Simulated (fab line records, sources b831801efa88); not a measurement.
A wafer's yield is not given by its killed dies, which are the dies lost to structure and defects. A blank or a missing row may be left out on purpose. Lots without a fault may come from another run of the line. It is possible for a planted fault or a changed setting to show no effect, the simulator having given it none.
Code-filled problem report in 8D (eight disciplines) form	flow gf180mcu	the parts of the form that need people (team, actions taken, sign-off) are left out

== 1. PROBLEM STATEMENT ==
Wafers without a fault read 2999 sccm, standard deviation 8.9; o2FlowSccm at GF_MVSD_STRIP_10 reads a mean of 2395 sccm on 3 wafers belonging to 2 lots. Relative to the usual mean, that is a shift of -68 standard deviations.
The step: strips in O2/N2.
Earliest sighting: wafer L512.1 on plasmaAsher-01 at day 5 23:44. The record holds 42 wafers of 14 lots with a number at this step. By rule, "out" or "out of limits" means more than 4 standard deviations away from the usual mean. The rest of the wafers with a number are treated as sound.

== 2. WHAT IT IS AND WHAT IT IS NOT ==
question	is	is not
which readings at this step	o2FlowSccm, stripTimeToEndpointS	drypumpMotorCurrentA, heaterPowerW, oesProductAu
which lots	L512, L516	L506, L507, L509, L510, L511, L513, L515, L520, L523, L525, L528, L529
which wafers of those lots	L512.1, L512.3, L516.4	L512.2, L516.1, L516.5
read on which tools	plasmaAsher-01	plasmaAsher-02, plasmaAsher-04
when	from day 5 23:44	up to then (16 sound wafers); but 23 sound wafers of L513, L515, L516, L520, L523, L525, L528, L529 came after

== 3. THE SUSPECTS, EACH WITH WHAT RULES IT OUT ==
Counting: a tool at a process step up to the reading stays a suspect if it ran every lot that is out. Sound lots after the first of them don't rule it out here, since some wafers of a struck lot are sound.
- plasmaAsher-01 at GF_MVSD_STRIP_10 (strips in O2/N2): kept. Ran every lot that is out, first one L512 (day 5 23:44); last sound lot up to then L511 (day 5 13:02). Its own o2FlowSccm, stripTimeToEndpointS readings are out on those wafers.
- Within plasmaAsher-01 at GF_MVSD_STRIP_10, the wafers that are out were processed in chamber 1 and their sound lot-mates in chamber 0.
After counting, what remains is plasmaAsher-01 at GF_MVSD_STRIP_10.

== 4. THE CAUSE (what the simulator had put in) ==
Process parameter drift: plasmaAsher-01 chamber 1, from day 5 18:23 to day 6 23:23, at GF_MVSD_STRIP_10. A move of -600 in setting o2FlowSccm, from 3000. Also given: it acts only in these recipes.
Only this tool survived the counting.

== 5. SEQUENCE OF EFFECTS, ordered by route ==
Each row: a reading whose mean over the struck wafers that have a number lies more than 3 standard deviations from the usual. Scope: only readings with a usual standard deviation given in the record; hours: median across lots of the time from each lot's start at the first step in this table that gives one to its start at this step; sigmas: change in usual standard deviations.
hours	step	reading	usual	on struck wafers	change	sigmas
0	GF_MVSD_STRIP_10	o2FlowSccm	2999 sccm	2395	-604	-68
0	GF_MVSD_STRIP_10	stripTimeToEndpointS	36.97 s	37.61	+0.64	+5.4
The process steps in it:
- GF_MVSD_STRIP_10: strips in O2/N2.
Later steps that measure or inspect, where all struck wafers having a row at the step show a number for every such reading and not one has moved that far: GF_MVPSD_OVL_MEAS_07.

== 6. WHAT WOULD HAVE CAUGHT IT SOONER ==
In this record no reading fell out of limits until day 5 23:44, 5 hours after the fault had begun at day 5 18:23.
